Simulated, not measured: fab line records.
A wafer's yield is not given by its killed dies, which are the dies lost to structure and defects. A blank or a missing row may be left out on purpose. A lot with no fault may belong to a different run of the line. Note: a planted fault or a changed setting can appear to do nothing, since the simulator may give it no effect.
fab line records	flow gf180mcu
record lots=7	wafers=21	lastDay=34
route steps=602 shown V2@408 M3@409
lots with no fault: from the same line, run without faults
startH: hours from the record's opening day to when the first of the lot's shown wafers began	waitH: time in hours since the lot's previous step	" identical to the entry in the row above	L1.1+2: a single row standing in for several wafers	- no value present, or no start provided	* or withheld: withheld	< > ~ a bound
route shown NAME@n: a module of which the file shows steps, and the number in the route of the first	usual: mean/standard deviation of fault-free wafers	same: alike in all rows	chamber/n: place in a boat	sites: per-site readings	_std_site: the values' standard deviation	_edge_site: inner sites' mean taken away from outer sites' mean	radiusMm: for every site, how far away it sits from the centre of the wafer	mask NAME#n: copy n	behind: the most recent tool/chamber to have shaped the wafer	hold: what put the lot on hold/how long, in hours/how the hold closed	device: the n, p or np transistor that did not switch	end of line: tests run on the same wafers once the route is complete	step lacking rows: just its recipe	killed: at the first sort, the dies lost to defects and structure; wafer yield is something else	map: a wafer's dies, marking killed ones x, the rest . and places with no die _
set.NAME: the setting as run; set.NAME@STEP: as run at that earlier step	model.NAME: the simulator's own value behind a step, which no gauge read
a table for each step, a row for each wafer; lots at some steps of the route
services: from which hour (startH, from the record's first day; less than 0 if before it) a tool's chamber was out of use, for how many hours, and why
## steps
# step GF_V2_CMP_26
# recipe stopOn=SiO2	downForcePsi=3.5	platenRpm=60	tOverpolishS=15	targetThkNm=0	padVelocityMS=0.94248
# usual edgeZonePressureFrac=1.000/0.0051	motorCurrentA=11.2/0.96	overpolishRunS=15.000/0.0086	timeToEndpointS=87/3.9
lot.wafer	tool	chamber	startH	waitH	edgeZonePressureFrac	motorCurrentA	overpolishRunS	timeToEndpointS
L621.2	cmp-01	1	474.92	0.0	0.996	9.8	15.004	84
L621.6	"	1	"	"	1.001	10.1	15.005	80
L621.5	"	2	"	"	1.002	10.7	15.002	86
L625.1	cmp-02	1	513.32	0.1	1.001	10.7	15.000	90
L625.3	"	3	"	"	1.005	11.9	14.990	87
L625.4	"	0	"	"	1.006	12.3	14.982	87
L630.3	cmp-01	1	553.83	0.0	0.994	9.7	14.998	80
L630.2	"	3	"	"	0.996	11.9	15.011	86
L630.4	"	0	"	"	0.993	11.5	15.011	91
L638.4	cmp-02	0	618.15	0.0	0.999	12.6	15.008	88
L638.3	"	3	"	"	0.993	12.3	15.002	93
L638.6	"	1	"	"	1.006	10.5	15.016	90
L640.2	cmp-02	2	629.32	0.0	0.994	10.3	15.000	89
L640.3	"	0	"	"	1.009	12.8	14.993	86
L640.1	"	1	"	"	0.993	10.3	14.987	94
L639.3	cmp-01	2	631.01	0.0	0.993	11.3	14.999	83
L639.2	"	3	"	"	0.999	11.6	14.994	82
L639.1	"	1	"	"	1.011	9.8	14.982	81
L643.4	cmp-02	1	646.37	0.0	0.998	10.8	14.997	85
L643.2	"	2	"	"	0.993	10.2	15.000	87
L643.6	"	2	"	"	0.996	10.8	14.985	84
# step GF_M3_SPUTTER_00
# recipe material=Ti	targetThkNm=37.5	arrivingIonEnergyEv=80	substrateTempC=200	chamberPressurePa=2	powerW=4000	timeS=150
# usual cathodeDcPowerW=4000.1/0.72	throttleValvePct=30.3/1.2
lot.wafer	tool	chamber	startH	waitH	cathodeDcPowerW	throttleValvePct
L621.2	pvdSputter-03	-	475.22	0.2	3999.2	29.9
L621.5	"	-	"	"	3999.5	33.1
L621.6	"	-	"	"	4000.7	30.3
L625.1	pvdSputter-04	-	513.62	0.2	4001.1	31.2
L625.3	"	-	"	"	3999.6	28.7
L625.4	"	-	"	"	4000.3	30.5
L630.2	pvdSputter-01	-	554.13	0.1	4000.0	30.4
L630.3	"	-	"	"	3999.4	28.7
L630.4	"	-	"	"	4000.3	29.3
L638.3	pvdSputter-03	-	618.45	0.1	3999.9	32.7
L638.4	"	-	"	"	3998.7	29.1
L638.6	"	-	"	"	3999.7	32.9
L640.1	pvdSputter-04	-	629.62	0.1	4000.1	30.4
L640.2	"	-	"	"	3998.2	31.2
L640.3	"	-	"	"	4000.2	28.9
L639.1	pvdSputter-03	-	631.31	0.1	4000.8	30.4
L639.2	"	-	"	"	3998.7	32.7
L639.3	"	-	"	"	3999.5	30.0
L643.2	pvdSputter-03	-	646.67	0.2	4001.2	33.0
L643.4	"	-	"	"	4000.9	29.9
L643.6	"	-	"	"	4000.3	30.4
# step GF_M3_SPUTTER_01
# recipe material=TiN	targetThkNm=30	powerW=6500	timeS=25	chamberPressurePa=0.4
# usual cathodeDcPowerW=6500.0/1.1	throttleValvePct=30.3/1.2
lot.wafer	tool	chamber	startH	waitH	cathodeDcPowerW	throttleValvePct
L621.2	pvdSputter-03	-	475.32	0.1	6500.4	30.2
L621.5	"	-	"	"	6499.9	32.7
L621.6	"	-	"	"	6500.2	30.6
L625.1	pvdSputter-04	-	513.72	0.1	6500.3	31.5
L625.3	"	-	"	"	6499.8	29.2
L625.4	"	-	"	"	6500.1	30.5
L630.2	pvdSputter-01	-	554.23	0.1	6500.4	30.4
L630.3	"	-	"	"	6499.4	28.5
L630.4	"	-	"	"	6498.6	29.4
L638.3	pvdSputter-03	-	618.55	0.1	6498.9	32.6
L638.4	"	-	"	"	6499.5	29.4
L638.6	"	-	"	"	6501.6	32.6
L640.1	pvdSputter-04	-	629.72	0.1	6499.8	30.3
L640.2	"	-	"	"	6499.7	31.2
L640.3	"	-	"	"	6500.3	29.0
L639.1	pvdSputter-03	-	631.41	0.1	6501.5	30.4
L639.2	"	-	"	"	6498.9	32.8
L639.3	"	-	"	"	6501.2	30.2
L643.2	pvdSputter-03	-	646.77	0.1	6500.1	33.1
L643.4	"	-	"	"	6499.3	30.2
L643.6	"	-	"	"	6500.1	30.7
# step GF_M3_SPUTTER_02
# recipe material=AlCu	targetThkNm=450	powerW=10600	timeS=23.9	chamberPressurePa=0.4
# usual cathodeDcPowerW=10600/1.9	throttleValvePct=30.3/1.2
lot.wafer	tool	chamber	startH	waitH	cathodeDcPowerW	throttleValvePct
L621.2	pvdSputter-03	-	475.35	0.0	10603	30.1
L621.5	"	-	"	"	10596	32.9
L621.6	"	-	"	"	10603	30.4
L625.1	pvdSputter-04	-	513.75	0.0	10596	31.3
L625.3	"	-	"	"	10601	28.9
L625.4	"	-	"	"	10600	30.3
L630.2	pvdSputter-01	-	554.26	0.0	10598	30.5
L630.3	"	-	"	"	10602	28.3
L630.4	"	-	"	"	10603	29.4
L638.3	pvdSputter-03	-	618.58	0.0	10598	32.7
L638.4	"	-	"	"	10601	29.3
L638.6	"	-	"	"	10600	32.6
L640.1	pvdSputter-04	-	629.75	0.0	10603	30.3
L640.2	"	-	"	"	10596	31.1
L640.3	"	-	"	"	10602	29.0
L639.1	pvdSputter-03	-	631.44	0.0	10599	30.3
L639.2	"	-	"	"	10596	32.9
L639.3	"	-	"	"	10600	30.2
L643.2	pvdSputter-03	-	646.80	0.0	10601	32.7
L643.4	"	-	"	"	10601	30.4
L643.6	"	-	"	"	10597	30.8
# step GF_M3_SPUTTER_03
# recipe material=Ti	targetThkNm=10	substrateTempC=300	chamberPressurePa=0.3	powerW=3000	timeS=6.7
# usual cathodeDcPowerW=3000.0/0.51	throttleValvePct=30.3/1.2
lot.wafer	tool	chamber	startH	waitH	cathodeDcPowerW	throttleValvePct
L621.2	pvdSputter-03	-	475.38	0.0	2999.7	30.2
L621.5	"	-	"	"	3000.2	32.7
L621.6	"	-	"	"	2999.5	30.3
L625.1	pvdSputter-04	-	513.78	0.0	3000.7	31.3
L625.3	"	-	"	"	3000.6	28.7
L625.4	"	-	"	"	2999.3	30.6
L630.2	pvdSputter-01	-	554.29	0.0	2999.9	30.1
L630.3	"	-	"	"	3000.2	28.4
L630.4	"	-	"	"	3000.3	29.3
L638.3	pvdSputter-03	-	618.61	0.0	3000.3	32.7
L638.4	"	-	"	"	2999.0	29.0
L638.6	"	-	"	"	3000.0	32.9
L640.1	pvdSputter-04	-	629.78	0.0	3000.4	30.7
L640.2	"	-	"	"	2999.4	30.9
L640.3	"	-	"	"	3000.4	28.6
L639.1	pvdSputter-03	-	631.47	0.0	3000.2	30.4
L639.2	"	-	"	"	3000.9	33.0
L639.3	"	-	"	"	3000.9	30.3
L643.2	pvdSputter-03	-	646.83	0.0	3000.4	33.0
L643.4	"	-	"	"	2999.8	30.2
L643.6	"	-	"	"	2999.8	30.6
# step GF_M3_SPUTTER_04
# recipe material=TiN	targetThkNm=50	powerW=6428	timeS=41.7	chamberPressurePa=0.4
# step GF_M3_RS_MEAS_05
# recipe thkMeasGauge=four-point-probe	reads=TiN_of_M3_SPUTTER_04+Ti_of_M3_SPUTTER_03+AlCu_of_M3_SPUTTER_02+TiN_of_M3_SPUTTER_01+Ti_of_M3_SPUTTER_00
# usual M3_ALCU_RS=0.0695/0.0011
lot.wafer	tool	chamber	startH	waitH	M3_ALCU_RS[ohm/sq]
L621.2	filmMetro-01	-	475.46	0.0	0.0690
L621.5	"	-	"	"	0.0705
L621.6	"	-	"	"	0.0697
L625.1	filmMetro-04	-	513.84	0.0	0.0684
L625.3	"	-	"	"	0.0695
L625.4	"	-	"	"	0.0663
L630.2	filmMetro-04	-	554.37	0.0	0.0693
L630.3	"	-	"	"	0.0693
L630.4	"	-	"	"	0.0697
L638.3	filmMetro-01	-	618.71	0.1	0.0685
L638.4	"	-	"	"	0.0696
L638.6	"	-	"	"	0.0691
L640.1	filmMetro-02	-	629.84	0.0	0.0672
L640.2	"	-	"	"	0.0681
L640.3	"	-	"	"	0.0681
L639.1	filmMetro-04	-	631.53	0.0	0.0692
L639.2	"	-	"	"	0.0702
L639.3	"	-	"	"	0.0687
L643.2	filmMetro-04	-	646.91	0.0	0.0692
L643.4	"	-	"	"	0.0687
L643.6	"	-	"	"	0.0686
# step GF_M3_THK_MEAS_06
# recipe thkMeasGauge=xrf	reads=AlCu_of_M3_SPUTTER_02
# usual M3_ALCU_THK=451/7.1
lot.wafer	tool	chamber	startH	waitH	M3_ALCU_THK[nm]
L621.2	filmMetro-01	-	475.57	0.1	456
L621.5	"	-	"	"	448
L621.6	"	-	"	"	453
L625.1	filmMetro-04	-	513.96	0.1	455
L625.3	"	-	"	"	450
L625.4	"	-	"	"	470
L630.2	filmMetro-04	-	554.48	0.1	448
L630.3	"	-	"	"	451
L630.4	"	-	"	"	449
L638.3	filmMetro-01	-	618.81	0.1	457
L638.4	"	-	"	"	449
L638.6	"	-	"	"	455
L640.1	filmMetro-02	-	629.96	0.1	470
L640.2	"	-	"	"	460
L640.3	"	-	"	"	461
L639.1	filmMetro-04	-	631.65	0.1	450
L639.2	"	-	"	"	445
L639.3	"	-	"	"	453
L643.2	filmMetro-04	-	647.02	0.1	453
L643.4	"	-	"	"	457
L643.6	"	-	"	"	456
# step GF_M3_DEHYDRATE_07
# recipe tempC=200	timeS=60
# step GF_M3_HMDS_08
# recipe primeTimeS=60	primeTempC=120
# step GF_M3_COAT_09
# recipe resist=KrF	spinRpm=withheld	resistThkNm=1000
# step GF_M3_SOFTBAKE_10
# recipe tempC=130	timeS=60	resist=KrF
# step GF_M3_EXPOSE_11
# recipe maskId=Metal3	targetCdNm=280	na=0.68	sourceShape=conventional	sigmaOuter=0.6	doseMj=28
# usual exposureDoseMJCm2=27.992/0.026	focusOffsetNm=0.0/0.52	na=0.68/0	sigmaOuter=0.6/0
lot.wafer	tool	chamber	startH	waitH	mask	exposureDoseMJCm2	focusOffsetNm	na	sigmaOuter
L621.2	krfScanner-01	0	486.75	-	Metal3#0	27.965	-1.0	0.68	0.6
L621.5	"	0	"	"	Metal3#0	28.000	-0.2	0.68	0.6
L621.6	"	0	"	"	Metal3#0	28.022	-0.7	0.68	0.6
L625.1	krfScanner-01	0	526.35	-	Metal3#0	27.982	0.6	0.68	0.6
L625.3	"	0	"	"	Metal3#0	27.985	0.7	0.68	0.6
L625.4	"	0	"	"	Metal3#0	27.988	0.6	0.68	0.6
L630.2	krfScanner-01	0	565.40	-	Metal3#0	27.999	0.3	0.68	0.6
L630.3	"	0	"	"	Metal3#0	27.979	0.4	0.68	0.6
L630.4	"	0	"	"	Metal3#0	28.007	-0.1	0.68	0.6
L638.3	krfScanner-02	-	628.66	-	Metal3#0	-	-	-	-
L638.4	"	-	"	"	Metal3#0	-	-	-	-
L638.6	"	-	"	"	Metal3#0	-	-	-	-
L640.1	krfScanner-02	-	640.22	-	Metal3#0	-	-	-	-
L640.2	"	-	"	"	Metal3#0	-	-	-	-
L640.3	"	-	"	"	Metal3#0	-	-	-	-
L639.1	krfScanner-01	-	642.20	-	Metal3#0	-	-	-	-
L639.2	"	-	"	"	Metal3#0	-	-	-	-
L639.3	"	-	"	"	Metal3#0	-	-	-	-
L643.2	krfScanner-02	0	656.59	-	Metal3#0	27.951	-0.2	0.68	0.6
L643.4	"	0	"	"	Metal3#0	28.013	-0.7	0.68	0.6
L643.6	"	0	"	"	Metal3#0	28.008	0.1	0.68	0.6
# step GF_M3_PEB_12
# recipe pebTempC=135	pebTimeS=90	resist=KrF
## services
tool	chamber	startH	hours	kind
pvdSputter-04	-	452.22	3.9	repair
krfScanner-01	-	492.70	1.3	pm
cmp-02	-	493.99	3.3	repair
krfScanner-01	-	494.16	0.8	pm
cmp-02	-	496.72	1.8	repair
krfScanner-02	-	507.97	1.5	repair
krfScanner-02	-	522.94	1.3	pm
krfScanner-02	-	524.24	3.6	pm
krfScanner-01	-	528.87	1.0	pm
krfScanner-01	-	537.78	3.6	pm
cmp-02	-	541.03	0.5	repair
krfScanner-01	-	544.50	0.6	repair
krfScanner-01	-	547.16	0.8	pm
pvdSputter-01	-	552.55	1.5	repair
krfScanner-01	-	557.05	0.2	repair
krfScanner-02	-	571.82	4.4	pm
cmp-01	-	572.00	4.0	pm
krfScanner-01	-	575.70	1.3	repair
krfScanner-02	-	577.03	1.0	pm
pvdSputter-01	-	607.61	1.4	repair
cmp-02	-	607.83	5.2	pm
pvdSputter-04	-	609.45	2.5	repair
cmp-02	-	632.09	13.2	pm
pvdSputter-03	-	632.72	5.4	repair
## key
firstSign step=GF_M3_EXPOSE_11	reading=toolRecord	direction=missing
effect none on later readings
metAt GF_M3_EXPOSE_11
struckWafers L638.3,L638.4,L638.6,L639.1,L639.2,L639.3,L640.1,L640.2,L640.3
laterRowsLeftOut L638.3,L638.4,L638.6,L639.1,L639.2,L639.3,L640.1,L640.2,L640.3
sortLeftOut L638.3,L638.4,L638.6,L639.1,L639.2,L639.3,L640.1,L640.2,L640.3
onsetBetween 565.40 628.66
fault kind=skippedStepWhole	tool=krfScanner-01,krfScanner-02	chamber=-	onsetH=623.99	steps=GF_M3_EXPOSE_11	scope=struckLotsOnly
# sortLeftOut: the simulated sort isn't trusted on such a fault, so these wafers' sort isn't shown, and their yield isn't known
# laterRowsLeftOut: the simulator's readings of these wafers behind a module that went badly wrong aren't trusted and aren't shown, but for the sort
